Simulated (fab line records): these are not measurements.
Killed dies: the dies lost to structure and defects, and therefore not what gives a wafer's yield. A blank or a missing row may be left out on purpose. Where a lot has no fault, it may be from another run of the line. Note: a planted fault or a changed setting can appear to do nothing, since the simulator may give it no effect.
fab line records	flow sky130
record lots=6	wafers=16	last_day=50
route steps=708 shown VT_ADJUST_LVTN@104 VT_ADJUST_NCORE@119 VT_ADJUST_HVTR@131 VT_ADJUST_PCH@143 PAD_OPEN@708
lots that met no fault: from a run of the same line without faults
start_h: hours from the record's opening day to when the first of the lot's shown wafers began	wait_h: hours elapsed since this lot's preceding step	" unchanged from the row above	L1.1+2: a single row standing in for several wafers	- either no value or no given start	* or withheld: withheld	< > ~ a bound
route shown NAME@n: NAME is a module with steps in the file, n the number in the route of the first one	usual: mean and standard deviation over wafers with no fault	same: alike in all rows	chamber/n: place in a boat	sites: each site's reading	_std_site: standard deviation of those values	_edge_site: mean of outer sites minus mean of inner sites	radius_mm: for every site, how far away it sits from the centre of the wafer	mask NAME#n: copy n	behind: tool/chamber where the wafer was last shaped	hold: the reason the lot was held/the length of the hold in hours/how it ended	device: the transistor (n, p or np) that didn't switch	end of line: tests run on the same wafers once the route is complete	a step given without rows: its recipe and nothing more	killed: not the wafer's yield, but the dies lost to structure and defects at the first sort	map: a wafer's dies, marking killed ones x, the rest . and places with no die _
set.NAME: the setting the step ran with; set.NAME@STEP: the setting that earlier step ran with	model.NAME: the simulator's own value behind a step, which no gauge read
lots at some steps of the route; a table a step, a row a wafer
services: the hour from which a tool's chamber was out of use, counted from the record's first day as start_h (under 0 if before that day), plus the number of hours and why
## steps
# step SKY_VT_ADJUST_LVTN_OVL_MEAS_07
# usual VT_ADJUST_LVTN_OVL=0.2/1.5
lot.wafer	tool	chamber	start_h	wait_h	VT_ADJUST_LVTN_OVL[nm]
L287.2	overlay-02	-	188.69	-	-0.1
L287.3	"	-	"	"	-0.6
L287.4	"	-	"	"	-0.1
L290.2	overlay-01	-	202.58	-	0.4
L290.3	"	-	"	"	1.7
L290.5	"	-	"	"	0.6
L292.1	overlay-01	-	222.07	-	-0.1
L292.2	"	-	"	"	-0.3
L293.2	overlay-01	-	225.59	-	-0.1
L293.3	"	-	"	"	-0.1
L302.1	overlay-02	-	289.22	-	-1.1
L302.3	"	-	"	"	-0.9
L302.5	"	-	"	"	1.4
L303.2	overlay-01	-	290.18	-	-1.0
L303.4	"	-	"	"	-1.8
L303.5	"	-	"	"	-0.7
# step SKY_VT_ADJUST_LVTN_IMPLANT_08
# recipe species=B	energy_kev=30	dose_cm2=1.57e+12	tilt_deg=withheld
# step SKY_VT_ADJUST_LVTN_STRIP_09
# recipe chemistry=O2/N2	power_w=1400	pressure_mtorr=1500	platen_temp_c=withheld	o2_flow_sccm=3000	n2_flow_sccm=300	overash_fraction=0.5
# usual drypump_motor_current_A=5.49/0.25	o2_flow_sccm=3001/8.7	oes_product_au=0.722/0.0045	strip_time_to_endpoint_s=36.94/0.12
lot.wafer	tool	chamber	start_h	wait_h	drypump_motor_current_A	o2_flow_sccm	oes_product_au	rf_hours_counter_h	strip_time_to_endpoint_s
L287.2	plasma_asher-03	0	188.87	0.1	5.74	3001	0.723	50	37.10
L287.3	"	0	"	"	5.74	3018	0.728	-	37.10
L287.4	"	1	"	"	5.43	3012	0.728	-	37.01
L290.2	plasma_asher-03	0	202.76	0.1	5.74	2993	0.718	51	36.82
L290.3	"	0	"	"	5.72	3007	0.715	-	36.83
L290.5	"	0	"	"	5.72	2999	0.722	-	36.96
L292.1	plasma_asher-02	1	222.26	0.1	5.11	2998	0.724	53	36.89
L292.2	"	0	"	"	5.88	3001	0.726	53	36.85
L293.2	plasma_asher-02	0	225.77	0.1	5.83	3001	0.720	53	36.77
L293.3	"	1	"	"	5.11	2996	0.718	-	36.92
L302.1	plasma_asher-01	1	289.41	0.1	5.51	3003	0.721	47	37.03
L302.3	"	0	"	"	5.29	2988	0.715	-	37.05
L302.5	"	0	"	"	5.29	2994	0.729	-	37.05
L303.2	plasma_asher-03	0	290.36	0.1	5.71	2998	0.717	60	37.12
L303.4	"	1	"	"	5.47	2990	0.723	-	37.10
L303.5	"	0	"	"	5.74	2999	0.718	-	37.07
# step SKY_VT_ADJUST_LVTN_TW_MEAS_10
# usual VT_ADJUST_LVTN_TW=241.3/1.9
lot.wafer	tool	chamber	start_h	wait_h	VT_ADJUST_LVTN_TW
L287.2	film_metro-04	-	188.98	0.1	241.8
L287.3	"	-	"	"	242.4
L287.4	"	-	"	"	243.2
L290.2	film_metro-03	-	202.87	0.1	238.8
L290.3	"	-	"	"	239.2
L290.5	"	-	"	"	239.5
L292.1	film_metro-03	-	222.36	0.1	237.7
L292.2	"	-	"	"	237.4
L293.2	film_metro-04	-	225.88	0.1	243.2
L293.3	"	-	"	"	243.2
L302.1	film_metro-02	-	289.51	0.1	242.0
L302.3	"	-	"	"	241.4
L302.5	"	-	"	"	241.8
L303.2	film_metro-02	-	290.47	0.1	241.3
L303.4	"	-	"	"	241.5
L303.5	"	-	"	"	240.9
# step SKY_VT_ADJUST_LVTN_DEHYDRATE_11
# recipe temp_c=200	time_s=60
# step SKY_VT_ADJUST_LVTN_HMDS_12
# recipe prime_time_s=60	prime_temp_c=120
# step SKY_VT_ADJUST_LVTN_COAT_13
# recipe resist=NOVOLAK	spin_rpm=3000	resist_thk_nm=1140
# step SKY_VT_ADJUST_LVTN_SOFTBAKE_14
# recipe temp_c=90	time_s=60	resist=NOVOLAK
# step SKY_VT_ADJUST_LVTN_EXPOSE_15
# recipe mask_id=HVN_STD_DERIVED	na=0.6	source_shape=conventional	sigma_outer=0.6	polarization=unpolarized	target_cd_nm=600	dose_mj=163
# step SKY_VT_ADJUST_LVTN_PEB_16
# recipe temp_c=withheld	time_s=*	resist=NOVOLAK
# step SKY_VT_ADJUST_LVTN_DEVELOP_17
# recipe resist=NOVOLAK	developer=TMAH	develop_time_s=60	dev_temp_c=23
# step SKY_VT_ADJUST_LVTN_OVL_MEAS_18
# usual VT_ADJUST_LVTN_01_OVL=0.9/1.5
lot.wafer	tool	chamber	start_h	wait_h	VT_ADJUST_LVTN_01_OVL[nm]
L287.2	overlay-02	-	211.08	0.1	0.7
L287.3	"	-	"	"	1.3
L287.4	"	-	"	"	-0.3
L290.2	overlay-02	-	224.79	0.1	-1.8
L290.3	"	-	"	"	-0.1
L290.5	"	-	"	"	-1.2
L292.1	overlay-01	-	244.93	0.1	-0.1
L292.2	"	-	"	"	-0.4
L293.2	overlay-01	-	249.38	0.1	0.7
L293.3	"	-	"	"	2.1
L302.1	overlay-02	-	314.83	0.1	1.8
L302.3	"	-	"	"	4.8
L302.5	"	-	"	"	3.0
L303.2	overlay-01	-	316.13	0.1	0.4
L303.4	"	-	"	"	0.3
L303.5	"	-	"	"	0.8
# step SKY_VT_ADJUST_LVTN_IMPLANT_19
# recipe species=B	energy_kev=30	dose_cm2=6.5e+11	tilt_deg=withheld
lot.wafer	tool	chamber	start_h	wait_h
L287.2+3+4	implanter-02	0	211.13	0.0
L290.2+3+5	implanter-02	0	224.84	0.0
L292.1+2	implanter-02	0	244.97	0.0
L293.2+3	implanter-02	0	249.43	0.0
L302.1+3+5	implanter-03	0	314.87	0.0
L303.2+4+5	implanter-03	0	316.18	0.0
# step SKY_VT_ADJUST_LVTN_STRIP_20
# recipe chemistry=O2/N2	power_w=1400	pressure_mtorr=1500	platen_temp_c=withheld	o2_flow_sccm=3000	n2_flow_sccm=300	overash_fraction=0.5
# usual drypump_motor_current_A=5.48/0.27	o2_flow_sccm=3001/10	oes_product_au=0.715/0.0048	strip_time_to_endpoint_s=14.18/0.041
lot.wafer	tool	chamber	start_h	wait_h	drypump_motor_current_A	o2_flow_sccm	oes_product_au	rf_hours_counter_h	strip_time_to_endpoint_s
L287.2	plasma_asher-01	0	211.26	0.1	5.32	3012	0.714	40	14.19
L287.3	"	1	"	"	5.55	2992	0.715	-	14.19
L287.4	"	0	"	"	5.33	3001	0.712	-	14.19
L290.2	plasma_asher-01	1	224.97	0.1	5.55	3009	0.711	41	14.18
L290.3	"	0	"	"	5.30	2997	0.714	-	14.18
L290.5	"	1	"	"	5.55	2991	0.706	-	14.23
L292.1	plasma_asher-02	0	245.12	0.1	5.90	3013	0.712	55	14.24
L292.2	"	1	"	"	5.10	2977	0.713	55	14.24
L293.2	plasma_asher-02	0	249.56	0.1	5.91	2997	0.715	55	14.15
L293.3	"	0	"	"	5.89	2989	0.713	-	14.17
L302.1	plasma_asher-03	1	315.02	0.1	5.49	3009	0.717	63	14.13
L302.3	"	0	"	"	5.73	2999	0.723	-	14.17
L302.5	"	1	"	"	5.51	3006	0.715	-	14.18
L303.2	plasma_asher-03	0	316.31	0.1	5.69	3005	0.712	63	14.17
L303.4	"	1	"	"	5.52	2998	0.711	-	14.22
L303.5	"	1	"	"	5.51	2995	0.717	-	14.21
# step SKY_VT_ADJUST_LVTN_TW_MEAS_21
# usual VT_ADJUST_LVTN_2_TW=187.8/1.5
lot.wafer	tool	chamber	start_h	wait_h	VT_ADJUST_LVTN_2_TW
L287.2	film_metro-02	-	211.37	0.1	188.8
L287.3	"	-	"	"	188.0
L287.4	"	-	"	"	188.1
L290.2	film_metro-02	-	225.08	0.1	188.7
L290.3	"	-	"	"	188.8
L290.5	"	-	"	"	189.3
L292.1	film_metro-02	-	245.22	0.1	187.7
L292.2	"	-	"	"	185.7
L293.2	film_metro-03	-	249.67	0.1	184.9
L293.3	"	-	"	"	186.6
L302.1	film_metro-03	-	315.12	0.1	184.2
L302.3	"	-	"	"	185.3
L302.5	"	-	"	"	185.8
L303.2	film_metro-02	-	316.42	0.1	187.7
L303.4	"	-	"	"	188.0
L303.5	"	-	"	"	188.0
# step SKY_VT_ADJUST_NCORE_DEHYDRATE_00
# recipe temp_c=200	time_s=60
# step SKY_VT_ADJUST_NCORE_HMDS_01
# recipe prime_time_s=60	prime_temp_c=120
# step SKY_VT_ADJUST_NCORE_COAT_02
# recipe resist=NOVOLAK	spin_rpm=3000	resist_thk_nm=1140
# step SKY_VT_ADJUST_NCORE_SOFTBAKE_03
# recipe temp_c=90	time_s=60	resist=NOVOLAK
# step SKY_VT_ADJUST_NCORE_EXPOSE_04
# recipe mask_id=LVTN_COMPLEMENT_THIN	na=0.6	source_shape=conventional	sigma_outer=0.6	polarization=unpolarized	target_cd_nm=380	dose_mj=139
# step SKY_VT_ADJUST_NCORE_PEB_05
# recipe temp_c=withheld	time_s=*	resist=NOVOLAK
# step SKY_VT_ADJUST_NCORE_DEVELOP_06
# recipe resist=NOVOLAK	developer=TMAH	develop_time_s=60	dev_temp_c=23
# step SKY_VT_ADJUST_NCORE_CD_MEAS_07
# recipe target_cd_nm=380
# usual cd_nm=380.3/2.6
lot.wafer	tool	chamber	start_h	wait_h	cd_nm
L287.2	cd_sem-01	-	233.44	0.1	376.5
L287.3	"	-	"	"	377.1
L287.4	"	-	"	"	377.7
L290.2	cd_sem-02	-	248.13	0.1	374.3
L290.3	"	-	"	"	377.4
L290.5	"	-	"	"	375.4
L292.1	cd_sem-01	-	268.53	0.2	380.8
L292.2	"	-	"	"	379.9
L293.2	cd_sem-02	-	274.08	0.1	381.6
L293.3	"	-	"	"	381.5
L302.1	cd_sem-02	-	339.82	0.1	382.4
L302.3	"	-	"	"	384.6
L302.5	"	-	"	"	388.0
L303.2	cd_sem-01	-	341.84	0.1	381.3
L303.4	"	-	"	"	382.4
L303.5	"	-	"	"	382.7
# step SKY_VT_ADJUST_NCORE_OVL_MEAS_08
# usual VT_ADJUST_NCORE_OVL=-0.5/1.5
lot.wafer	tool	chamber	start_h	wait_h	VT_ADJUST_NCORE_OVL[nm]
L287.2	overlay-01	-	233.55	0.1	-2.7
L287.3	"	-	"	"	-1.9
L287.4	"	-	"	"	-3.0
L290.2	overlay-01	-	248.23	0.1	-2.2
L290.3	"	-	"	"	-1.6
L290.5	"	-	"	"	-1.5
L292.1	overlay-02	-	268.65	0.1	-1.5
L292.2	"	-	"	"	-2.2
L293.2	overlay-02	-	274.18	0.1	-2.0
L293.3	"	-	"	"	-2.1
L302.1	overlay-02	-	339.94	0.1	-2.3
L302.3	"	-	"	"	-0.7
L302.5	"	-	"	"	-0.9
L303.2	overlay-02	-	341.95	0.1	-0.5
L303.4	"	-	"	"	0.9
L303.5	"	-	"	"	-0.8
# step SKY_VT_ADJUST_NCORE_IMPLANT_09
# recipe species=B	energy_kev=10	dose_cm2=2.4e+12	tilt_deg=withheld
# step SKY_VT_ADJUST_NCORE_STRIP_10
# recipe chemistry=O2/N2	power_w=1400	pressure_mtorr=1500	platen_temp_c=withheld	o2_flow_sccm=3000	n2_flow_sccm=300	overash_fraction=0.5
# usual drypump_motor_current_A=5.7/0.33	o2_flow_sccm=3000/9.7	oes_product_au=0.716/0.0044	strip_time_to_endpoint_s=14.20/0.039
lot.wafer	tool	chamber	start_h	wait_h	drypump_motor_current_A	o2_flow_sccm	oes_product_au	rf_hours_counter_h	strip_time_to_endpoint_s
L287.2	plasma_asher-02	1	233.73	0.1	5.1	2994	0.716	54	14.19
L287.3	"	0	"	"	5.9	2993	0.710	-	14.18
L287.4	"	1	"	"	5.1	2988	0.720	-	14.21
L290.2	plasma_asher-03	0	248.41	0.1	5.7	2991	0.713	56	14.24
L290.3	"	1	"	"	5.4	3004	0.719	-	14.23
L290.5	"	0	"	"	5.7	2996	0.718	-	14.21
L292.1	plasma_asher-04	1	268.83	0.1	6.2	3001	0.715	14	14.22
L292.2	"	0	"	"	5.8	3022	0.719	14	14.18
L293.2	plasma_asher-03	1	274.36	0.1	5.5	2996	0.712	59	14.18
L293.3	"	1	"	"	5.5	2993	0.715	-	14.17
L302.1	plasma_asher-04	1	340.13	0.1	6.1	3001	0.708	21	14.21
L302.3	"	0	"	"	5.8	2986	0.710	-	14.14
L302.5	"	0	"	"	5.8	2988	0.715	-	14.16
L303.2	plasma_asher-03	1	342.13	0.1	5.5	3013	0.715	65	14.22
L303.4	"	0	"	"	5.7	2997	0.716	-	14.16
L303.5	"	0	"	"	5.8	3005	0.718	-	14.22
# step SKY_VT_ADJUST_NCORE_TW_MEAS_11
# usual VT_ADJUST_NCORE_TW=218.9/2.2
lot.wafer	tool	chamber	start_h	wait_h	VT_ADJUST_NCORE_TW
L287.2	film_metro-04	-	233.84	0.1	219.9
L287.3	"	-	"	"	221.7
L287.4	"	-	"	"	220.9
L290.2	film_metro-04	-	248.52	0.1	220.0
L290.3	"	-	"	"	219.6
L290.5	"	-	"	"	219.9
L292.1	film_metro-03	-	268.93	0.1	215.3
L292.2	"	-	"	"	215.8
L293.2	film_metro-04	-	274.47	0.1	219.3
L293.3	"	-	"	"	219.0
L302.1	film_metro-04	-	340.23	0.1	220.8
L302.3	"	-	"	"	220.4
L302.5	"	-	"	"	220.0
L303.2	film_metro-03	-	342.24	0.1	215.2
L303.4	"	-	"	"	213.9
L303.5	"	-	"	"	215.2
# step SKY_VT_ADJUST_HVTR_DEHYDRATE_00
# recipe temp_c=200	time_s=60
# step SKY_VT_ADJUST_HVTR_HMDS_01
# recipe prime_time_s=60	prime_temp_c=120
# step SKY_VT_ADJUST_HVTR_COAT_02
# recipe resist=NOVOLAK	spin_rpm=3000	resist_thk_nm=1140
# step SKY_VT_ADJUST_HVTR_SOFTBAKE_03
# recipe temp_c=90	time_s=60	resist=NOVOLAK
# step SKY_VT_ADJUST_HVTR_EXPOSE_04
# recipe mask_id=HVTRM	target_cd_nm=380	na=0.6	source_shape=conventional	sigma_outer=0.6	dose_mj=150
# step SKY_VT_ADJUST_HVTR_PEB_05
# recipe temp_c=withheld	time_s=*	resist=NOVOLAK
# step SKY_VT_ADJUST_HVTR_DEVELOP_06
# recipe develop_time_s=60	dev_temp_c=23
# step SKY_VT_ADJUST_HVTR_CD_MEAS_07
# recipe target_cd_nm=380
# usual cd_nm=380.4/2.5
lot.wafer	tool	chamber	start_h	wait_h	cd_nm
L287.2	cd_sem-02	-	256.80	0.1	375.8
L287.3	"	-	"	"	380.4
L287.4	"	-	"	"	377.7
L290.2	cd_sem-01	-	272.00	0.1	378.3
L290.3	"	-	"	"	377.5
L290.5	"	-	"	"	378.2
L292.1	cd_sem-02	-	293.03	0.1	380.3
L292.2	"	-	"	"	374.5
L293.2	cd_sem-02	-	299.00	0.1	378.0
L293.3	"	-	"	"	382.0
L302.1	cd_sem-02	-	367.44	0.1	379.2
L302.3	"	-	"	"	382.7
L302.5	"	-	"	"	378.2
L303.2	cd_sem-01	-	369.23	0.1	380.0
L303.4	"	-	"	"	383.6
L303.5	"	-	"	"	377.9
# step SKY_VT_ADJUST_HVTR_OVL_MEAS_08
# usual VT_ADJUST_HVTR_OVL=0.8/1.3
lot.wafer	tool	chamber	start_h	wait_h	VT_ADJUST_HVTR_OVL[nm]
L287.2	overlay-02	-	256.91	0.1	-2.5
L287.3	"	-	"	"	-0.3
L287.4	"	-	"	"	-0.4
L290.2	overlay-02	-	272.11	0.1	0.2
L290.3	"	-	"	"	2.6
L290.5	"	-	"	"	0.1
L292.1	overlay-02	-	293.15	0.1	0.0
L292.2	"	-	"	"	0.1
L293.2	overlay-01	-	299.11	0.1	1.7
L293.3	"	-	"	"	0.1
L302.1	overlay-02	-	367.56	0.1	-0.4
L302.3	"	-	"	"	-1.3
L302.5	"	-	"	"	2.6
L303.2	overlay-02	-	369.33	0.1	0.7
L303.4	"	-	"	"	0.3
L303.5	"	-	"	"	0.8
# step SKY_VT_ADJUST_HVTR_IMPLANT_09
# recipe species=B	energy_kev=10	dose_cm2=2.1e+12	tilt_deg=withheld
# step SKY_VT_ADJUST_HVTR_STRIP_10
# recipe chemistry=O2/N2	power_w=1400	pressure_mtorr=1500	platen_temp_c=withheld	o2_flow_sccm=3000	n2_flow_sccm=300	overash_fraction=0.5
# usual drypump_motor_current_A=5.7/0.39	o2_flow_sccm=3001/8.9	oes_product_au=0.715/0.0047	strip_time_to_endpoint_s=14.18/0.039
lot.wafer	tool	chamber	start_h	wait_h	drypump_motor_current_A	o2_flow_sccm	oes_product_au	rf_hours_counter_h	strip_time_to_endpoint_s
L287.2	plasma_asher-04	0	257.09	0.1	5.8	2996	0.720	14	14.25
L287.3	"	0	"	"	5.8	3002	0.725	-	14.13
L287.4	"	1	"	"	6.2	3002	0.716	-	14.16
L290.2	plasma_asher-02	0	272.29	0.1	5.9	2999	0.723	58	14.21
L290.3	"	0	"	"	5.9	3007	0.718	-	14.20
L290.5	"	0	"	"	5.9	2998	0.712	-	14.18
L292.1	plasma_asher-01	0	293.34	0.1	5.3	3015	0.715	47	14.20
L292.2	"	1	"	"	5.6	3008	0.715	47	14.27
L293.2	plasma_asher-04	0	299.29	0.1	5.8	2989	0.713	17	14.24
L293.3	"	1	"	"	6.2	3002	0.713	-	14.22
L302.1	plasma_asher-04	0	367.74	0.1	5.8	2993	0.715	24	14.13
L302.3	"	1	"	"	6.2	2994	0.712	-	14.18
L302.5	"	0	"	"	5.8	2977	0.714	-	14.17
L303.2	plasma_asher-04	0	369.51	0.1	5.8	3002	0.712	24	14.19
L303.4	"	0	"	"	5.8	2998	0.713	-	14.21
L303.5	"	0	"	"	5.8	2995	0.726	-	14.15
# step SKY_VT_ADJUST_HVTR_TW_MEAS_11
# usual VT_ADJUST_HVTR_TW=210.7/1.8
lot.wafer	tool	chamber	start_h	wait_h	VT_ADJUST_HVTR_TW
L287.2	film_metro-01	-	257.20	0.1	210.9
L287.3	"	-	"	"	211.4
L287.4	"	-	"	"	211.8
L290.2	film_metro-01	-	272.40	0.1	212.0
L290.3	"	-	"	"	212.5
L290.5	"	-	"	"	212.2
L292.1	film_metro-03	-	293.44	0.1	207.5
L292.2	"	-	"	"	209.1
L293.2	film_metro-01	-	299.40	0.1	212.1
L293.3	"	-	"	"	212.8
L302.1	film_metro-02	-	367.84	0.1	208.3
L302.3	"	-	"	"	208.8
L302.5	"	-	"	"	208.3
L303.2	film_metro-01	-	369.62	0.1	213.2
L303.4	"	-	"	"	212.2
L303.5	"	-	"	"	212.1
# step SKY_VT_ADJUST_PCH_DEHYDRATE_00
# recipe temp_c=200	time_s=60
# step SKY_VT_ADJUST_PCH_HMDS_01
# recipe prime_time_s=60	prime_temp_c=120
# step SKY_VT_ADJUST_PCH_COAT_02
# recipe spin_rpm=2000	resist_thk_nm=3000
# step SKY_PAD_OPEN_PROBE_99
# usual killed_at_M0_to_M3=45/6.9	killed_at_M4_up=3.0/1.7	killed_at_contacts=25/5.6	killed_at_front_end=15/4.2	killed_at_other=0.3/0.55	killed_dies=89/9.6	killed_open=49/7.2	killed_short=39/6.5
# same gross_dies=492	killed_at_back_side=0
lot.wafer	tool	chamber	start_h	wait_h	killed_at_M0_to_M3	killed_at_M4_up	killed_at_contacts	killed_at_front_end	killed_at_other	killed_dies	killed_open	killed_short	model.etest.res_pwell_under_gate.rs_ohm_sq_range	model.etest.nfet_g5v0d10v5.vt_v_range
L287.2	prober-01	-	1130.14	0.1	45	3	20	11	1	80	40	40	36.92	0.01216
L287.3	prober-01	-	1130.19	0.2	48	2	34	17	0	101	48	53	62.17	0.01397
L287.4	prober-01	-	1130.24	0.2	46	5	24	19	0	94	47	47	88.05	0.004497
L290.2	prober-01	-	1138.11	0.1	58	3	28	18	0	107	52	55	71.22	0.01245
L290.3	prober-01	-	1138.16	0.2	42	2	24	13	0	81	46	34	62.31	0.01318
L290.5	prober-01	-	1138.26	0.2	56	1	31	15	0	103	56	45	61.44	0.00684
L292.1	prober-01	-	1148.38	0.1	40	5	24	15	0	84	48	36	39.34	0.01126
L292.2	prober-01	-	1148.43	0.1	44	2	28	18	0	92	59	33	108	0.02406
L293.2	prober-02	-	1150.26	0.1	49	1	20	18	1	89	49	39	77.98	0.02647
L293.3	prober-02	-	1150.31	0.2	48	2	31	18	1	100	60	37	51.15	0.01526
L302.1	prober-01	-	1193.68	0.1	42	3	32	19	0	96	51	45	66.73	0.01189
L302.3	prober-01	-	1193.78	0.2	45	2	19	22	0	88	53	35	64.48	0.0123
L302.5	prober-01	-	1193.88	0.2	47	8	24	19	0	98	55	43	57.99	0.01791
L303.2	prober-02	-	1195.39	0.1	50	6	28	14	0	98	55	42	51.52	0.01308
L303.4	prober-02	-	1195.49	0.2	49	1	24	6	0	80	53	27	32.8	0.00868
L303.5	prober-02	-	1195.54	0.2	43	2	39	17	0	101	67	34	40.75	0.01099
# killed by level:class
L287.2 VIA3:geometric_particle:open=9 VIA2:geometric_particle:open=8 VIA1:geometric_particle:open=7 LOCAL_INTERCONNECT:geometric_particle:short=6 POLY_GATE:geometric_particle:short=5 METAL1:geometric_particle:short=5 VIA1:geometric_particle:short=5 LI_CONTACT:geometric_particle:open=4
L287.3 METAL1:geometric_particle:short=13 VIA1:geometric_particle:open=10 CONTACT:geometric_particle:open=10 POLY_GATE:geometric_particle:open=7 LOCAL_INTERCONNECT:geometric_particle:short=7 VIA1:geometric_particle:short=6 LI_CONTACT:geometric_particle:short=5 LI_CONTACT:geometric_particle:open=5
L287.4 VIA1:geometric_particle:open=9 VIA3:geometric_particle:open=8 CONTACT:geometric_particle:open=7 METAL2:geometric_particle:short=7 LOCAL_INTERCONNECT:geometric_particle:short=5 POLY_GATE:geometric_particle:open=5 LI_CONTACT:geometric_particle:open=5 POLY_GATE:geometric_particle:short=4
L290.2 VIA1:geometric_particle:open=11 CONTACT:geometric_particle:open=10 METAL2:geometric_particle:short=10 VIA3:geometric_particle:open=9 METAL1:geometric_particle:short=8 CONTACT:geometric_particle:short=7 FIELD_ISO:geometric_particle:short=6 LI_CONTACT:geometric_particle:open=6
L290.3 LI_CONTACT:geometric_particle:open=9 VIA3:geometric_particle:open=9 CONTACT:geometric_particle:open=8 METAL2:geometric_particle:short=6 VIA1:geometric_particle:short=6 VIA1:geometric_particle:open=6 FIELD_ISO:geometric_particle:short=5 METAL1:geometric_particle:short=5
L290.5 VIA3:geometric_particle:open=12 CONTACT:geometric_particle:open=11 VIA1:geometric_particle:open=10 METAL2:geometric_particle:short=9 FIELD_ISO:geometric_particle:open=6 VIA2:geometric_particle:open=6 LI_CONTACT:geometric_particle:open=5 LI_CONTACT:geometric_particle:short=5
L292.1 VIA1:geometric_particle:open=10 CONTACT:geometric_particle:open=9 VIA3:geometric_particle:open=7 LOCAL_INTERCONNECT:geometric_particle:short=6 METAL2:geometric_particle:short=5 FIELD_ISO:geometric_particle:short=4 FIELD_ISO:geometric_particle:open=4 METAL1:geometric_particle:open=4
L292.2 CONTACT:geometric_particle:open=14 VIA1:geometric_particle:open=13 VIA3:geometric_particle:open=9 LI_CONTACT:geometric_particle:open=7 POLY_GATE:geometric_particle:short=6 FIELD_ISO:geometric_particle:open=5 POLY_GATE:geometric_particle:open=5 METAL2:geometric_particle:short=4
L293.2 VIA1:geometric_particle:open=11 VIA3:geometric_particle:open=9 CONTACT:geometric_particle:open=8 METAL1:geometric_particle:short=7 LI_CONTACT:geometric_particle:open=5 METAL2:geometric_particle:short=5 VIA2:geometric_particle:open=5 FIELD_ISO:geometric_particle:short=4
L293.3 LI_CONTACT:geometric_particle:open=14 VIA1:geometric_particle:short=8 CONTACT:geometric_particle:open=8 VIA1:geometric_particle:open=8 METAL3:geometric_particle:short=7 VIA2:geometric_particle:open=6 VIA3:geometric_particle:open=6 CONTACT:geometric_particle:short=5
L302.1 CONTACT:geometric_particle:open=13 VIA1:geometric_particle:open=9 VIA3:geometric_particle:open=9 VIA1:geometric_particle:short=8 CONTACT:geometric_particle:short=7 FIELD_ISO:geometric_particle:short=6 LI_CONTACT:geometric_particle:open=6 VIA2:geometric_particle:open=6
L302.3 VIA1:geometric_particle:open=19 VIA3:geometric_particle:open=8 FIELD_ISO:geometric_particle:open=7 CONTACT:geometric_particle:short=6 LI_CONTACT:geometric_particle:open=6 VIA2:geometric_particle:open=6 POLY_GATE:geometric_particle:short=5 POLY_GATE:geometric_particle:open=5
L302.5 VIA3:geometric_particle:open=11 CONTACT:geometric_particle:open=10 VIA1:geometric_particle:open=8 LI_CONTACT:geometric_particle:open=7 METAL1:geometric_particle:short=7 METAL4:geometric_particle:short=6 VIA2:geometric_particle:open=5 FIELD_ISO:geometric_particle:short=4
L303.2 VIA1:geometric_particle:open=13 CONTACT:geometric_particle:open=8 VIA3:geometric_particle:open=8 POLY_GATE:geometric_particle:open=7 LI_CONTACT:geometric_particle:short=7 LI_CONTACT:geometric_particle:open=6 VIA1:geometric_particle:short=6 METAL2:geometric_particle:short=6
L303.4 CONTACT:geometric_particle:open=11 VIA1:geometric_particle:open=11 VIA3:geometric_particle:open=8 VIA2:geometric_particle:open=7 LI_CONTACT:geometric_particle:open=6 VIA1:geometric_particle:short=5 METAL1:geometric_particle:short=4 METAL3:geometric_particle:short=4
L303.5 CONTACT:geometric_particle:open=18 VIA1:geometric_particle:open=12 VIA2:geometric_particle:open=9 LI_CONTACT:geometric_particle:open=8 CONTACT:geometric_particle:short=7 FIELD_ISO:geometric_particle:open=5 VIA3:geometric_particle:open=5 POLY_GATE:geometric_particle:short=4
## services
tool	chamber	start_h	hours	kind
plasma_asher-03	-	175.67	2.1	repair
implanter-03	-	220.95	3.0	repair
implanter-03	-	246.43	6.0	repair
plasma_asher-04	-	260.32	7.4	repair
plasma_asher-01	-	264.31	7.3	repair
implanter-03	-	281.86	1.6	repair
plasma_asher-01	-	282.63	1.5	repair
plasma_asher-04	-	287.19	1.5	repair
plasma_asher-01	-	341.27	2.0	repair
implanter-02	-	366.83	1.6	repair
## key
first_sign none at tools or gauges
model_effect step=SKY_PAD_OPEN_PROBE_99	value=etest.res_pwell_under_gate.rs_ohm_sq_range	without=57.4	struck=92.99
met_at SKY_VT_ADJUST_LVTN_IMPLANT_19
struck_wafers L292.2,L293.2
tester_left_out L292,L293
onset_between 224.84 244.97
fault kind=process_parameter_drift	tool=implanter-02	chamber=-	onset_h=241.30	steps=SKY_VT_ADJUST_LVTN_IMPLANT_19	channel=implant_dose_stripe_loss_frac	offset=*	shape=step	end_h=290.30	scope=struck_wafers_only
# tester_left_out: of these lots the tester's yield and bins aren't shown, on N5 and GAA mostly nor the transistor test; their killed dies are dies lost to structure and defects alone, not to doping, threshold or leakage, so they don't give the yield
